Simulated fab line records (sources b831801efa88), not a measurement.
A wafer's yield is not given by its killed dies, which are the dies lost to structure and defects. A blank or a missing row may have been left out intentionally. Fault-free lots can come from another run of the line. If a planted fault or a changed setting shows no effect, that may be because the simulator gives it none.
Which tool is to blame? ; flow gf180mcu ; 24 lots, 72 wafers sampled, at 1 step of a route of 602

== WHAT THE GAUGES READ, wafer by wafer ==
GF_MVSD_OVL_MEAS_07. Usual: MVSD_OVL typically reads 0.0 nm, with standard deviation 1.4.
lot;measured;on;MVSD_OVL (nm);flag
L074;day 4 02:03;overlay-02;0.5 -0.4 0.1;
L075;day 4 04:15;overlay-02;0.7 0.7 -0.9;
L076;day 4 09:28;overlay-02;2.0 0.5 0.2;
L077;day 4 10:07;overlay-01;-0.9 -1.6 -0.1;
L078;day 4 18:00;overlay-02;-0.9 3.7 -0.5;
L079;day 4 23:38;overlay-02;-1.2 -0.1 -1.2;
L080;day 6 19:21;overlay-02;-0.5 -1.3 -1.1;
L081;day 6 20:03;overlay-01;0.8 1.3 -2.2;
L082;day 6 23:58;overlay-01;-0.3 -1.6 -1.3;
L084;day 7 00:14;overlay-02;-2.3 -0.6 -1.1;
L083;day 7 00:18;overlay-01;1.5 0.0 0.3;
L085;day 7 00:35;overlay-02;0.5 1.4 0.4;
L086;day 7 04:08;overlay-01;0.9 -1.0 -1.1;
L087;day 7 09:44;overlay-01;0.1 -2.0 -0.3;
L088;day 7 22:58;overlay-01;-0.5 -0.8 -1.5;
L089;day 8 01:30;overlay-01;2.3 0.5 0.2;
L090;day 8 06:17;overlay-01;-0.8 0.8 -1.8;
L091;day 8 12:53;overlay-01;1.0 -0.2 0.2;
L092;day 8 21:21;overlay-01;-0.5 -0.3 -2.1;
L093;day 9 01:23;overlay-01;0.5 3.8 -0.7;
L094;day 9 05:15;overlay-01;-0.3 1.5 0.5;
L095;day 9 11:45;overlay-01;-1.4 0.4 1.0;
L096;day 10 02:14;overlay-02;-1.9 -3.7 -1.2;
L097;day 10 02:35;overlay-01;-1.3 -1.8 0.0;

== WHICH TOOL RAN EACH LOT (tool, then ch and the chambers of the sampled wafers, then the start) ==
Before these readings, the record contains no process step.

== WHAT THE TOOLS THEMSELVES READ (means of the sampled wafers that have a number; where no wafer has one, the mark that the record gives instead) ==
The record holds no such reading with a usual standard deviation.

== THE ANSWER, worked out from the rows above alone ==
Rule: a lot counts as off when the mean over its wafers that have a number is more than 3 standard deviations away from the usual mean. Also off: a lot with no number at a reading for which 4 or more lots have one. All remaining lots with rows at the step are treated as sound. First the gauges in route order, then the tools' own readings, where a lot's mean is used as printed above. The first step at which some lot is off is used, and at that step the reading that is off furthest; a lot without a number counts as furthest.
Across all readings shown, no lot is off: no conclusion can be drawn from this.

== WHAT THE SIMULATOR PUT IN ==
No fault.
